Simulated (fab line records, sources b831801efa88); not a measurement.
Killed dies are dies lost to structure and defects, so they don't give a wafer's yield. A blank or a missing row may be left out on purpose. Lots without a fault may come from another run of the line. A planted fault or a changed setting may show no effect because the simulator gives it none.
fab line records | flow sfq_line
record lots=5 wafers=15 last_day=85
route steps=325 shown L0@15 L0V@16 M0@28 I0@43
lots that met no fault: from a run of the same line without faults
start_h: hours from the record's first day to the start of the lot's first wafer shown | wait_h: hours since the lot's step before | " the same as in the row above | L1.1+2: a row that stands for several wafers | - no value, or no start given | * or withheld: withheld | < > ~ a bound
route shown NAME@n: a module of which the file shows steps, and the number in the route of the first | usual: mean/standard deviation of fault-free wafers | same: alike in all rows | chamber/n: place in a boat | sites: the reading at each site | _std_site: their standard deviation | _edge_site: outer sites' mean less inner sites' | radius_mm: how far each site lies from the wafer's centre | mask NAME#n: copy n | behind: the tool/chamber that last shaped the wafer | hold: why the lot was held/for how many hours/how that ended | device: the transistor (n, p or np) that didn't switch | end of line: the same wafers' tests at the end of the route | a step without rows: its recipe alone | killed: dies lost to structure and defects at the first sort, not the wafer's yield | map: a wafer's dies, x killed, . not, _ none there
set.NAME: the setting as run; set.NAME@STEP: as run at that earlier step | model.NAME: the simulator's own value behind a step, which no gauge read
lots at some steps of the route; a table a step, a row a wafer
services: from which hour (start_h, from the record's first day; less than 0 if before it) a tool's chamber was out of use, for how many hours, and why
## steps
# step SFQ_TRILAYER_L0_STRIP_SOLV_CLEAN_010
# recipe chemistry=NMP temp_c=70 time_s=600
# same time_s=600
# columns lot.wafer tool chamber start_h wait_h
L079.3+5+6 wet_bench-01 3,0,4 113.69 0.2
L084.1+2+6 wet_bench-02 2,6,7 141.29 0.4
L087.1+2+5 wet_bench-02 5,2,1 155.96 0.4
L088.2+3+4 wet_bench-01 3,5,0 160.76 0.4
L092.1+4+5 wet_bench-01 7,6,5 180.67 1.0
# step SFQ_TRILAYER_L0_CAP_PECVD_011
# recipe material=SiO2 temp_c=150 time_s=13.333 pressure_torr=2.4 rf_w=183.3 precursor=SiH4/N2O target_thk_nm=60
# usual heater_power_w=84/15 throttle_valve_pct=24.9/1.1
# same time_s=13.333
# columns lot.wafer tool chamber start_h wait_h heater_power_w throttle_valve_pct
L079.3 pecvd-01 1 113.86 0.0 93 23.5
L079.5 " 0 " " 75 24.1
L079.6 " 1 " " 91 23.5
L084.1 pecvd-04 1 141.46 0.0 87 24.7
L084.2 " 2 " " 69 24.8
L084.6 " 2 " " 71 24.8
L087.1 pecvd-03 2 156.14 0.0 106 28.8
L087.2 " 1 " " 128 25.9
L087.5 " 0 " " 80 25.7
L088.2 pecvd-01 0 160.94 0.0 77 24.5
L088.3 " 2 " " 72 24.9
L088.4 " 0 " " 76 24.4
L092.1 pecvd-04 1 180.84 0.0 89 25.0
L092.4 " 2 " " 62 24.9
L092.5 " 1 " " 89 24.7
# step SFQ_TRILAYER_L0_VIA_LITHO_COAT_018
# recipe resist=BARC spin_rpm=3000 resist_thk_nm=62
# columns lot.wafer tool chamber start_h wait_h
L079.3+5+6 litho_track-03 0 113.99 0.1
L084.1+2+6 litho_track-04 0 141.50 0.0
L087.1+2+5 litho_track-01 0 156.32 0.2
L088.2+3+4 litho_track-04 0 161.01 0.1
L092.1+4+5 litho_track-03 0 180.87 0.0
# step SFQ_TRILAYER_L0_VIA_LITHO_COAT_013
# recipe resist=KrF spin_rpm=3000 resist_thk_nm=650
# columns lot.wafer tool chamber start_h wait_h
L079.3+5+6 litho_track-03 0 114.29 0.2
L084.1+2+6 litho_track-04 0 141.80 0.2
L087.1+2+5 litho_track-01 0 156.62 0.2
L088.2+3+4 litho_track-04 0 161.31 0.2
L092.1+4+5 litho_track-03 0 181.17 0.2
# step SFQ_TRILAYER_L0_VIA_LITHO_SOFTBAKE_017
# recipe temp_c=withheld time_s=withheld resist=KrF
# columns lot.wafer tool chamber start_h wait_h
L079.3+5+6 litho_track-03 0 114.54 0.2
L084.1+2+6 litho_track-04 0 142.10 0.2
L087.1+2+5 litho_track-01 0 156.92 0.2
L088.2+3+4 litho_track-04 0 161.59 0.2
L092.1+4+5 litho_track-03 0 181.47 0.2
# step SFQ_TRILAYER_L0_VIA_LITHO_EXPOSE_014
# recipe mask_id=L0V na=0.6 source_shape=conventional sigma_outer=0.65 target_cd_nm=700 dose_mj=21.3
# columns lot.wafer tool chamber start_h wait_h mask
L079.3+5+6 krf_scanner-01 0 119.36 - L0V#0
L084.1+2+6 krf_scanner-01 0 219.56 - L0V#0
L087.1+2+5 krf_scanner-01 0 240.21 - L0V#0
L088.2+3+4 krf_scanner-02 0 246.53 - L0V#0
L092.1+4+5 krf_scanner-02 0 273.93 - L0V#0
# step SFQ_TRILAYER_L0_VIA_LITHO_PEB_016
# recipe peb_temp_c=115 peb_time_s=60 resist=KrF
# columns lot.wafer tool chamber start_h wait_h
L079.3+5+6 litho_track-04 0 120.21 0.7
L084.1+2+6 litho_track-01 0 220.76 1.0
L087.1+2+5 litho_track-04 0 241.41 1.0
L088.2+3+4 litho_track-04 0 247.56 0.8
L092.1+4+5 litho_track-01 0 275.13 1.0
# step SFQ_TRILAYER_L0_VIA_LITHO_DEVELOP_015
# recipe time_s=60 resist=KrF
# same time_s=60
# columns lot.wafer tool chamber start_h wait_h
L079.3+5+6 litho_track-04 0 120.36 0.1
L084.1+2+6 litho_track-01 0 220.91 0.1
L087.1+2+5 litho_track-04 0 241.56 0.1
L088.2+3+4 litho_track-04 0 247.71 0.1
L092.1+4+5 litho_track-01 0 275.28 0.1
# step SFQ_L0V_OVL_MEAS_903
# usual L0V_OVL=-2/6.1
# columns lot.wafer tool chamber start_h wait_h L0V_OVL[nm]
L079.3 overlay-02 - 120.47 0.1 -9
L079.5 " - " " -5
L079.6 " - " " -13
L084.1 overlay-02 - 221.06 0.1 7
L084.2 " - " " -4
L084.6 " - " " 2
L087.1 overlay-01 - 241.71 0.1 -9
L087.2 " - " " 0
L087.5 " - " " -5
L088.2 overlay-01 - 247.84 0.1 5
L088.3 " - " " 3
L088.4 " - " " -2
L092.1 overlay-01 - 275.43 0.1 -7
L092.4 " - " " -6
L092.5 " - " " -10
# step SFQ_TRILAYER_L0_VIA_BARC_OPEN_VIA_ETCH_021
# recipe mask_material=PR chemistry=O2 target_depth_nm=125 target=BARC source_w=500 bias_w=80 pressure_mtorr=30 time_s=41.7
# usual drypump_motor_current_A=5.9/0.52 oes_product_au=0.685/0.0044
# same time_s=41.7
# columns lot.wafer tool chamber start_h wait_h drypump_motor_current_A oes_product_au rf_hours_counter_h
L079.3 rie_diel-02 3 120.49 0.0 5.5 0.685 103
L079.5 " 3 " " 5.5 0.687 -
L079.6 " 2 " " 6.0 0.685 -
L084.1 rie_diel-04 0 221.09 0.0 5.3 0.682 129
L084.2 " 1 " " 6.0 0.684 145
L084.6 " 0 " " 5.4 0.676 -
L087.1 rie_diel-02 3 241.74 0.0 5.5 0.686 105
L087.2 " 2 " " 6.0 0.680 135
L087.5 " 1 " " 5.0 0.682 -
L088.2 rie_diel-03 3 247.87 0.0 6.3 0.691 118
L088.3 " 1 " " 5.2 0.682 2
L088.4 " 2 " " 6.7 0.680 3
L092.1 rie_diel-03 2 275.47 0.0 6.7 0.695 3
L092.4 " 3 " " 6.3 0.680 119
L092.5 " 3 " " 6.3 0.684 -
# step SFQ_TRILAYER_L0_VIA_ETCH_VIA_ETCH_016
# recipe target=SiO2 stop_on=MoNx_KI mask_material=PR chemistry=CHF3 target_depth_nm=80 source_w=500 bias_w=80 pressure_mtorr=30 time_s=withheld
# usual drypump_motor_current_A=5.9/0.52 oes_product_au=0.843/0.0087
# columns lot.wafer tool chamber start_h wait_h drypump_motor_current_A oes_product_au
L079.3 rie_diel-02 3 120.53 0.0 5.5 0.848
L079.5 " 3 " " 5.5 0.852
L079.6 " 2 " " 6.0 0.851
L084.1 rie_diel-04 0 221.13 0.0 5.3 0.851
L084.2 " 1 " " 6.0 0.827
L084.6 " 0 " " 5.3 0.837
L087.1 rie_diel-02 3 241.78 0.0 5.5 0.837
L087.2 " 2 " " 6.0 0.834
L087.5 " 1 " " 5.0 0.838
L088.2 rie_diel-03 3 247.91 0.0 6.3 0.843
L088.3 " 1 " " 5.3 0.833
L088.4 " 2 " " 6.7 0.850
L092.1 rie_diel-03 2 275.51 0.0 6.7 0.849
L092.4 " 3 " " 6.3 0.837
L092.5 " 3 " " 6.3 0.851
# step SFQ_TRILAYER_L0_VIA_STRIP_STRIP_017
# recipe gas=O2 power_w=200 platen_temp_c=40 overash_fraction=0.65 chemistry=O2 pressure_mtorr=50
# usual drypump_motor_current_A=5.9/0.37 oes_product_au=1.001/0.011
# columns lot.wafer tool chamber start_h wait_h drypump_motor_current_A oes_product_au rf_hours_counter_h
L079.3 rie_metal-01 1 120.78 - 6.3 1.005 -
L079.5 " 0 " " 6.1 1.022 -
L079.6 " 1 " " 6.3 1.006 -
L084.1 rie_metal-03 1 221.18 - 6.0 1.017 27
L084.2 " 0 " " 5.9 0.985 147
L084.6 " 0 " " 5.9 0.981 -
L087.1 rie_metal-04 1 241.83 - 5.8 1.000 30
L087.2 " 1 " " 5.8 1.011 -
L087.5 " 1 " " 5.8 1.010 -
L088.2 rie_metal-03 1 247.95 - 6.0 0.999 31
L088.3 " 0 " " 5.9 0.991 -
L088.4 " 1 " " 5.9 1.006 -
L092.1 rie_metal-03 1 275.55 - 6.0 1.018 36
L092.4 " 1 " " 6.0 1.008 -
L092.5 " 1 " " 6.0 1.015 -
# step SFQ_TRILAYER_L0_VIA_STRIP_SOLV_CLEAN_018
# recipe chemistry=NMP temp_c=70 time_s=600
# same time_s=600
# columns lot.wafer tool chamber start_h wait_h
L079.3+5+6 wet_bench-01 3,2,6 121.18 0.2
L084.1+2+6 wet_bench-01 7,4,3 221.78 0.4
L087.1+2+5 wet_bench-01 1,4,3 243.03 1.0
L088.2+3+4 wet_bench-04 4,5,6 248.55 0.4
L092.1+4+5 wet_bench-04 5,4,0 276.15 0.4
# step SFQ_TRILAYER_M0_DEP_PRE_CLEAN_020
# recipe gas=Ar time_s=15 bias_v=250
# same time_s=15
# columns lot.wafer tool chamber start_h wait_h
L079.3+5+6 pvd_sputter-06 - 121.35 0.0
L084.1+2+6 pvd_sputter-04 - 221.95 0.0
L087.1+2+5 pvd_sputter-05 - 243.20 0.0
L088.2+3+4 pvd_sputter-04 - 248.73 0.0
L092.1+4+5 pvd_sputter-05 - 276.33 0.0
# step SFQ_TRILAYER_M0_DEP_SPUTTER_019
# recipe material=Nb base_pressure_pa=1.33e-06 chamber_pressure_pa=0.1333 substrate_temp_c=20 resputter_cathode_voltage_v=400 target_thk_nm=200 power_w=2000 time_s=133.3
# usual cathode_dc_power_W=2000.0/0.35 resputter_cathode_voltage_v=400/4.4 throttle_valve_pct=30.0/1.4
# same time_s=133.3
# columns lot.wafer tool chamber start_h wait_h cathode_dc_power_W resputter_cathode_voltage_v throttle_valve_pct
L079.3 pvd_sputter-06 - 121.38 0.0 1999.9 405 27.6
L079.5 " - " " 1999.8 406 30.3
L079.6 " - " " 2000.5 403 27.3
L084.1 pvd_sputter-04 - 221.98 0.0 2000.0 398 31.5
L084.2 " - " " 2000.3 411 29.5
L084.6 " - " " 1999.8 402 32.3
L087.1 pvd_sputter-05 - 243.23 0.0 2000.1 397 30.8
L087.2 " - " " 2000.1 401 31.2
L087.5 " - " " 2000.0 403 31.3
L088.2 pvd_sputter-04 - 248.75 0.0 1999.9 400 32.5
L088.3 " - " " 1999.7 404 29.2
L088.4 " - " " 2000.1 398 31.3
L092.1 pvd_sputter-05 - 276.35 0.0 2000.8 395 31.8
L092.4 " - " " 2000.1 400 29.4
L092.5 " - " " 1999.7 405 31.4
# step SFQ_M0_RS_MEAS_904
# recipe thk_meas_gauge=four-point-probe reads=Nb_of_TRILAYER_M0_DEP_SPUTTER_019
# usual M0_NB_RS=0.890/0.0092
# columns lot.wafer tool chamber start_h wait_h M0_NB_RS[ohm/sq]
L079.3 film_metro-04 - 121.51 0.1 0.896
L079.5 " - " " 0.884
L079.6 " - " " 0.893
L084.1 film_metro-04 - 222.07 0.0 0.890
L084.2 " - " " 0.899
L084.6 " - " " 0.885
L087.1 film_metro-04 - 243.32 0.0 0.885
L087.2 " - " " 0.885
L087.5 " - " " 0.882
L088.2 film_metro-02 - 248.86 0.1 0.871
L088.3 " - " " 0.904
L088.4 " - " " 0.881
L092.1 film_metro-03 - 276.44 0.0 0.903
L092.4 " - " " 0.907
L092.5 " - " " 0.900
# step SFQ_TRILAYER_M0_LITHO_COAT_026
# recipe resist=BARC spin_rpm=3000 resist_thk_nm=62
# columns lot.wafer tool chamber start_h wait_h
L079.3+5+6 litho_track-01 0 121.75 0.1
L084.1+2+6 litho_track-01 0 222.25 0.1
L087.1+2+5 litho_track-04 0 243.50 0.1
L088.2+3+4 litho_track-04 0 249.07 0.1
L092.1+4+5 litho_track-02 0 276.62 0.1
# step SFQ_TRILAYER_M0_LITHO_COAT_021
# recipe resist=KrF spin_rpm=3000 resist_thk_nm=600
# columns lot.wafer tool chamber start_h wait_h
L079.3+5+6 litho_track-01 0 122.05 0.2
L084.1+2+6 litho_track-01 0 222.55 0.2
L087.1+2+5 litho_track-04 0 243.80 0.2
L088.2+3+4 litho_track-04 0 249.37 0.2
L092.1+4+5 litho_track-02 0 276.92 0.2
# step SFQ_TRILAYER_M0_LITHO_SOFTBAKE_025
# recipe temp_c=withheld time_s=withheld resist=KrF
# columns lot.wafer tool chamber start_h wait_h
L079.3+5+6 litho_track-01 0 122.30 0.2
L084.1+2+6 litho_track-01 0 222.85 0.2
L087.1+2+5 litho_track-04 0 244.10 0.2
L088.2+3+4 litho_track-04 0 249.65 0.2
L092.1+4+5 litho_track-02 0 277.22 0.2
# step SFQ_TRILAYER_M0_LITHO_EXPOSE_022
# recipe mask_id=M0 na=0.6 source_shape=conventional sigma_outer=0.65 target_cd_nm=500 dose_mj=14.4
# columns lot.wafer tool chamber start_h wait_h mask
L079.3+5+6 krf_scanner-01 0 199.56 - M0#0
L084.1+2+6 krf_scanner-01 0 337.30 - M0#0
L087.1+2+5 krf_scanner-01 0 358.90 - M0#0
L088.2+3+4 krf_scanner-02 0 368.30 - M0#0
L092.1+4+5 krf_scanner-02 0 400.77 - M0#0
# step SFQ_TRILAYER_M0_LITHO_PEB_024
# recipe peb_temp_c=115 peb_time_s=60 resist=KrF
# columns lot.wafer tool chamber start_h wait_h
L079.3+5+6 litho_track-01 0 200.41 0.7
L084.1+2+6 litho_track-04 0 338.50 1.0
L087.1+2+5 litho_track-04 0 360.10 1.0
L088.2+3+4 litho_track-04 0 369.33 0.8
L092.1+4+5 litho_track-02 0 401.97 1.0
# step SFQ_TRILAYER_M0_LITHO_DEVELOP_023
# recipe time_s=60 resist=KrF
# same time_s=60
# columns lot.wafer tool chamber start_h wait_h
L079.3+5+6 litho_track-01 0 200.56 0.1
L084.1+2+6 litho_track-04 0 338.65 0.1
L087.1+2+5 litho_track-04 0 360.25 0.1
L088.2+3+4 litho_track-04 0 369.48 0.1
L092.1+4+5 litho_track-02 0 402.12 0.1
# step SFQ_M0_OVL_MEAS_906
# usual M0_OVL=-1/4.3
# columns lot.wafer tool chamber start_h wait_h M0_OVL[nm]
L079.3 overlay-02 - 200.67 0.1 -5
L079.5 " - " " -1
L079.6 " - " " -5
L084.1 overlay-02 - 338.80 0.1 6
L084.2 " - " " 1
L084.6 " - " " 4
L087.1 overlay-02 - 360.40 0.1 2
L087.2 " - " " -4
L087.5 " - " " 5
L088.2 overlay-01 - 369.61 0.1 4
L088.3 " - " " -2
L088.4 " - " " 2
L092.1 overlay-02 - 402.27 0.1 -5
L092.4 " - " " -2
L092.5 " - " " 2
# step SFQ_TRILAYER_M0_BARC_OPEN_METAL_ETCH_031
# recipe mask_material=PR chemistry=O2 target_depth_nm=125 target=BARC icp_w=600 bias_w=80 pressure_mtorr=10 time_s=41.7
# usual drypump_motor_current_A=5.93/0.24 oes_product_au=0.685/0.0045
# same time_s=41.7
# columns lot.wafer tool chamber start_h wait_h drypump_motor_current_A oes_product_au rf_hours_counter_h
L079.3 rie_metal-01 0 200.71 0.0 6.16 0.682 -
L079.5 " 0 " " 6.12 0.680 -
L079.6 " 1 " " 6.29 0.685 -
L084.1 rie_metal-02 0 338.84 0.0 5.62 0.682 52
L084.2 " 1 " " 5.74 0.680 141
L084.6 " 0 " " 5.61 0.687 -
L087.1 rie_metal-03 0 360.44 0.0 5.93 0.680 169
L087.2 " 1 " " 5.96 0.690 50
L087.5 " 0 " " 5.93 0.683 -
L088.2 rie_metal-01 0 369.64 0.0 6.07 0.688 179
L088.3 " 1 " " 6.28 0.681 -
L088.4 " 0 " " 6.05 0.688 -
L092.1 rie_metal-02 1 402.31 0.0 5.71 0.687 150
L092.4 " 0 " " 5.66 0.686 -
L092.5 " 0 " " 5.64 0.688 -
# step SFQ_TRILAYER_M0_ETCH_METAL_ETCH_024
# recipe target=Nb stop_on=SiO2 mask_material=PR chemistry=Cl2/Ar target_depth_nm=240 icp_w=600 bias_w=80 pressure_mtorr=10 time_s=120
# usual drypump_motor_current_A=5.92/0.24 oes_product_au=0.893/0.0067
# same time_s=120
# columns lot.wafer tool chamber start_h wait_h drypump_motor_current_A oes_product_au rf_hours_counter_h
L079.3 rie_metal-01 0 200.79 0.1 6.08 0.890 -
L079.5 " 0 " " 6.08 0.900 -
L079.6 " 1 " " 6.27 0.887 -
L084.1 rie_metal-02 0 338.90 0.0 5.61 0.899 52
L084.2 " 1 " " 5.76 0.889 141
L084.6 " 0 " " 5.64 0.888 -
L087.1 rie_metal-03 0 360.50 0.0 5.92 0.892 169
L087.2 " 1 " " 5.95 0.898 50
L087.5 " 0 " " 5.94 0.893 -
L088.2 rie_metal-01 0 369.70 0.0 6.07 0.901 179
L088.3 " 1 " " 6.33 0.890 -
L088.4 " 0 " " 6.07 0.901 -
L092.1 rie_metal-02 1 402.37 0.0 5.77 0.886 150
L092.4 " 0 " " 5.64 0.881 -
L092.5 " 0 " " 5.63 0.892 -
# step SFQ_TRILAYER_M0_STRIP_STRIP_025
# recipe gas=O2 power_w=200 platen_temp_c=40 overash_fraction=0.65 chemistry=O2 pressure_mtorr=50
# usual drypump_motor_current_A=5.92/0.24 oes_product_au=0.999/0.011
# columns lot.wafer tool chamber start_h wait_h drypump_motor_current_A oes_product_au rf_hours_counter_h
L079.3 rie_metal-01 0 201.08 0.2 6.08 1.002 -
L079.5 " 0 " " 6.12 1.005 -
L079.6 " 1 " " 6.31 1.000 -
L084.1 rie_metal-02 0 339.02 0.1 5.63 1.004 52
L084.2 " 1 " " 5.72 0.977 141
L084.6 " 0 " " 5.64 1.014 -
L087.1 rie_metal-03 0 360.62 0.1 5.92 0.978 170
L087.2 " 1 " " 5.96 1.005 50
L087.5 " 0 " " 5.89 0.978 -
L088.2 rie_metal-01 0 369.83 0.1 6.06 1.011 180
L088.3 " 1 " " 6.29 1.000 -
L088.4 " 0 " " 6.11 1.008 -
L092.1 rie_metal-02 1 402.49 0.1 5.77 0.989 150
L092.4 " 0 " " 5.64 0.997 -
L092.5 " 0 " " 5.63 0.998 -
# step SFQ_TRILAYER_M0_STRIP_SOLV_CLEAN_026
# recipe chemistry=NMP temp_c=70 time_s=600
# same time_s=600
# columns lot.wafer tool chamber start_h wait_h
L079.3+5+6 wet_bench-03 0,7,5 201.48 0.2
L084.1+2+6 wet_bench-03 6,7,4 339.62 0.4
L087.1+2+5 wet_bench-03 4,3,2 361.22 0.4
L088.2+3+4 wet_bench-04 0,5,1 370.43 0.4
L092.1+4+5 wet_bench-03 1,5,6 403.09 0.4
# step SFQ_TRILAYER_I0_DEP_PECVD_027
# recipe material=SiO2 temp_c=150 time_s=111.11 pressure_torr=2.4 rf_w=183.3 precursor=SiH4/N2O target_thk_nm=500
# usual heater_power_w=90/13 throttle_valve_pct=25.4/1.3
# same time_s=111.11
# columns lot.wafer tool chamber start_h wait_h heater_power_w throttle_valve_pct
L079.3 pecvd-02 1 201.67 0.0 81 24.5
L079.5 " 0 " " 98 25.9
L079.6 " 2 " " 98 25.0
L084.1 pecvd-02 0 339.97 0.0 94 26.5
L084.2 " 1 " " 81 24.9
L084.6 " 0 " " 96 26.6
L087.1 pecvd-03 0 361.40 0.0 85 25.7
L087.2 " 1 " " 123 25.8
L087.5 " 1 " " 126 26.0
L088.2 pecvd-02 0 370.62 0.0 97 26.6
L088.3 " 1 " " 77 24.7
L088.4 " 1 " " 82 24.9
L092.1 pecvd-02 0 403.27 0.0 95 27.0
L092.4 " 1 " " 87 25.0
L092.5 " 0 " " 80 26.9
# step SFQ_TRILAYER_I0_CMP_CMP_028
# recipe material=SiO2 down_force_psi=3 platen_rpm=60 pad_velocity_m_s=0.94248
# usual motor_current_A=10.0/1.4 time_to_endpoint_s=218/8
# columns lot.wafer tool chamber start_h wait_h motor_current_A time_to_endpoint_s
L079.3 cmp-01 2 207.70 6.0 7.7 216
L079.5 " 2 209.70 8.0 8.3 221
L079.6 " 3 " " 13.2 222
L084.1 cmp-02 1 340.56 0.6 11.8 214
L084.2 " 2 " " 8.7 209
L084.6 " 0 342.06 2.0 10.3 214
L087.2 cmp-01 1 361.97 0.5 10.2 235
L087.1 " 2 " " 8.4 220
L087.5 " 1 363.97 2.5 9.7 245
L088.3 cmp-01 0 370.69 0.0 8.2 213
L088.2 " 1 " " 10.0 223
L088.4 " 3 372.19 1.5 13.3 222
L092.1 cmp-02 2 404.34 1.0 8.8 223
L092.4 " 3 " " 9.2 226
L092.5 " 0 " " 10.0 223
# step SFQ_I0_BOW_MEAS_907
# recipe mode=bow
# usual I0_BOW=0/6.9
# columns lot.wafer tool chamber start_h wait_h I0_BOW[um]
L079.3 film_metro-04 - 210.74 2.5 2
L079.5 " - " " -11
L079.6 " - " " 0
L084.1 film_metro-01 - 343.06 2.0 -13
L084.2 " - " " 5
L084.6 " - " " 17
L087.1 film_metro-03 - 364.47 1.5 13
L087.2 " - " " -12
L087.5 " - " " 8
L088.2 film_metro-03 - 373.71 2.0 10
L088.3 " - " " 4
L088.4 " - " " 4
L092.1 film_metro-04 - 406.34 1.5 1
L092.4 " - " " 1
L092.5 " - " " 8
# step SFQ_TRILAYER_I0_METRO_MEASURE_029
# usual thk_nm=200.8/0.99
# columns lot.wafer tool chamber start_h wait_h thk_nm
L079.3 film_metro-04 - 211.22 0.5 201.2
L079.5 " - " " 199.6
L079.6 " - " " 201.7
L084.1 film_metro-01 - 343.18 0.1 199.6
L084.2 " - " " 201.3
L084.6 " - " " 200.5
L087.1 film_metro-03 - 364.59 0.1 201.3
L087.2 " - " " 201.1
L087.5 " - " " 203.0
L088.2 film_metro-03 - 374.01 0.3 201.5
L088.3 " - " " 201.5
L088.4 " - " " 202.1
L092.1 film_metro-04 - 406.46 0.1 202.6
L092.4 " - " " 201.7
L092.5 " - " " 201.2
# step SFQ_TRILAYER_I0_VIA_LITHO_COAT_036
# recipe resist=BARC spin_rpm=3000 resist_thk_nm=62
# columns lot.wafer tool chamber start_h wait_h
L079.3+5+6 litho_track-03 0 212.13 0.7
L084.1+2+6 litho_track-01 0 344.38 1.0
L087.1+2+5 litho_track-01 0 365.79 1.0
L088.2+3+4 litho_track-02 0 375.06 0.8
L092.1+4+5 litho_track-03 0 407.66 1.0
# step SFQ_TRILAYER_I0_VIA_LITHO_COAT_031
# recipe resist=KrF spin_rpm=3000 resist_thk_nm=650
# columns lot.wafer tool chamber start_h wait_h
L079.3+5+6 litho_track-03 0 212.43 0.2
L084.1+2+6 litho_track-01 0 344.68 0.2
L087.1+2+5 litho_track-01 0 366.09 0.2
L088.2+3+4 litho_track-02 0 375.36 0.2
L092.1+4+5 litho_track-03 0 407.96 0.2
# step SFQ_TRILAYER_I0_VIA_LITHO_SOFTBAKE_035
# recipe temp_c=withheld time_s=withheld resist=KrF
# columns lot.wafer tool chamber start_h wait_h
L079.3+5+6 litho_track-03 0 212.68 0.2
L084.1+2+6 litho_track-01 0 344.98 0.2
L087.1+2+5 litho_track-01 0 366.39 0.2
L088.2+3+4 litho_track-02 0 375.64 0.2
L092.1+4+5 litho_track-03 0 408.26 0.2
## services
# columns tool chamber start_h hours kind
krf_scanner-01 - 91.81 0.8 pm
krf_scanner-01 - 93.93 1.0 repair
pvd_sputter-04 - 110.34 0.5 repair
rie_diel-02 0 112.85 1.3 repair
rie_diel-02 0 133.79 2.4 repair
krf_scanner-02 - 143.88 1.3 pm
krf_scanner-02 - 149.98 1.0 pm
rie_diel-02 1 164.86 5.9 repair
rie_metal-01 - 171.02 0.2 repair
rie_metal-02 0 175.34 5.9 repair
rie_diel-02 0 186.82 5.8 repair
krf_scanner-02 - 188.18 0.8 pm
krf_scanner-01 - 195.76 1.0 pm
krf_scanner-01 - 227.96 4.4 pm
krf_scanner-01 - 243.81 1.3 pm
wet_bench-01 - 248.02 4.4 pm
rie_metal-02 0 255.51 19.2 repair
krf_scanner-01 - 259.10 0.8 pm
krf_scanner-01 - 295.63 8.1 repair
krf_scanner-01 - 364.90 1.0 pm
rie_metal-01 - 365.35 0.3 repair
rie_metal-01 0 372.32 9.3 repair
krf_scanner-01 - 392.39 9.4 repair
krf_scanner-01 - 401.80 3.6 pm
## key
fault none
